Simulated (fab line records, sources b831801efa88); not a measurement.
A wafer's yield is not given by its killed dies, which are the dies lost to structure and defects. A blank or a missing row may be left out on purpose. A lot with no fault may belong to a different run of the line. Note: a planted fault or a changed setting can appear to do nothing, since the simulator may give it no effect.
Which tool is to blame? / flow sky130 / 13 lots, 39 wafers sampled, at 3 steps of a route of 708

== WHAT THE GAUGES READ, wafer by wafer ==
SKY_LDD_N_TW_MEAS_17.
lot=L190; measured=day 18 18:03; on=filmMetro-01; LDD_N_TW=2593 2601 2597
lot=L189; measured=day 18 21:01; on=filmMetro-01; LDD_N_TW=2593 2591 2590
lot=L192; measured=day 18 21:12; on=filmMetro-01; LDD_N_TW=2590 2590 2582
lot=L193; measured=day 19 07:11; on=filmMetro-01; LDD_N_TW=2624 2614 2618
lot=L194; measured=day 19 18:34; on=filmMetro-01; LDD_N_TW=2614 2612 2609
lot=L195; measured=day 20 01:27; on=filmMetro-01; LDD_N_TW=2624 2627 2608
lot=L196; measured=day 20 12:24; on=filmMetro-03; LDD_N_TW=2620 2625 2612
lot=L197; measured=day 21 01:06; on=filmMetro-01; LDD_N_TW=2641 2636 2622
lot=L198; measured=day 21 06:29; on=filmMetro-03; LDD_N_TW=2596 2606 2590
lot=L200; measured=day 21 19:22; on=filmMetro-03; LDD_N_TW=2608 2617 2605
lot=L201; measured=day 22 08:07; on=filmMetro-03; LDD_N_TW=2612 2618 2585
lot=L202; measured=day 22 22:10; on=filmMetro-03; LDD_N_TW=2607 2606 2596
lot=L207; measured=day 25 19:04; on=filmMetro-01; LDD_N_TW=2614 2607 2598

SKY_LDD_P_CD_MEAS_07: the cd target is 380 nm.
lot=L190; measured=day 20 01:19; on=cdSem-01; cdNm (nm)=373.8 376.4 376.4
lot=L189; measured=day 20 03:39; on=cdSem-02; cdNm (nm)=376.5 378.6 377.2
lot=L192; measured=day 20 03:55; on=cdSem-02; cdNm (nm)=381.9 381.0 379.9
lot=L193; measured=day 20 14:04; on=cdSem-02; cdNm (nm)=381.4 378.8 379.6
lot=L194; measured=day 21 01:23; on=cdSem-01; cdNm (nm)=376.2 376.7 377.4
lot=L195; measured=day 21 08:13; on=cdSem-02; cdNm (nm)=381.7 381.4 385.2
lot=L196; measured=day 21 19:25; on=cdSem-01; cdNm (nm)=382.3 381.6 384.0
lot=L197; measured=day 22 08:05; on=cdSem-02; cdNm (nm)=378.0 377.4 378.3
lot=L198; measured=day 22 14:13; on=cdSem-02; cdNm (nm)=377.9 377.9 374.9
lot=L200; measured=day 23 02:02; on=cdSem-01; cdNm (nm)=380.7 378.5 379.9
lot=L201; measured=day 23 14:08; on=cdSem-02; cdNm (nm)=377.8 380.2 378.5
lot=L202; measured=day 24 03:30; on=cdSem-02; cdNm (nm)=386.6 385.3 385.7
lot=L207; measured=day 26 23:48; on=cdSem-02; cdNm (nm)=381.4 381.7 380.7

SKY_LDD_P_OVL_MEAS_08.
lot=L190; measured=day 20 01:26; on=overlay-02; LDD_P_OVL (nm)=0.7 1.4 1.9
lot=L189; measured=day 20 03:45; on=overlay-01; LDD_P_OVL (nm)=2.9 -0.5 2.5
lot=L192; measured=day 20 04:00; on=overlay-02; LDD_P_OVL (nm)=-0.6 0.8 0.3
lot=L193; measured=day 20 14:11; on=overlay-02; LDD_P_OVL (nm)=-0.7 0.0 1.5
lot=L194; measured=day 21 01:30; on=overlay-01; LDD_P_OVL (nm)=1.2 1.1 0.6
lot=L195; measured=day 21 08:18; on=overlay-01; LDD_P_OVL (nm)=0.3 -1.2 1.2
lot=L196; measured=day 21 19:32; on=overlay-01; LDD_P_OVL (nm)=1.0 4.4 1.8
lot=L197; measured=day 22 08:12; on=overlay-02; LDD_P_OVL (nm)=-0.6 -1.8 0.2
lot=L198; measured=day 22 14:18; on=overlay-01; LDD_P_OVL (nm)=1.5 1.1 4.5
lot=L200; measured=day 23 02:08; on=overlay-01; LDD_P_OVL (nm)=-1.0 1.5 1.5
lot=L201; measured=day 23 14:14; on=overlay-02; LDD_P_OVL (nm)=4.2 0.2 1.5
lot=L202; measured=day 24 03:36; on=overlay-02; LDD_P_OVL (nm)=3.0 2.7 3.3
lot=L207; measured=day 26 23:54; on=overlay-02; LDD_P_OVL (nm)=4.8 1.9 3.9

== TOOL THAT RAN EACH LOT (tool first, then ch and the chambers of the sampled wafers, then the start) ==
Before these readings, the record contains no process step.

== AS READ BY THE TOOLS THEMSELVES (means over the sampled wafers that have a number; for cases with no such wafer, the mark the record gives instead) ==
The record holds no such reading with a usual standard deviation.

== THE ANSWER, worked out from the rows above alone ==
Rule: the usual values come from the lots themselves. The widest of any qualifying gaps counts: lots, ordered by their means at a reading, are off when they make up no more than a third of the lots, leave a main group of 4 or more, and stand apart from it by 3 or more times the standard deviation of that group's means. A main group is skipped when, at the precision printed for the reading in the tables above, its means are all equal. A lot without any number at a reading at which 4 lots or more have one is off too. Any other lot the step has rows for is counted as sound. First the gauges in route order, then the tools' own readings, where a lot's mean is used as printed above. The first step at which some lot is off is used, and at that step the reading that is off furthest; a lot without a number counts as furthest.
None of the lots is off at any reading shown; this tells nothing.

== WHAT THE SIMULATOR HAD PUT IN ==
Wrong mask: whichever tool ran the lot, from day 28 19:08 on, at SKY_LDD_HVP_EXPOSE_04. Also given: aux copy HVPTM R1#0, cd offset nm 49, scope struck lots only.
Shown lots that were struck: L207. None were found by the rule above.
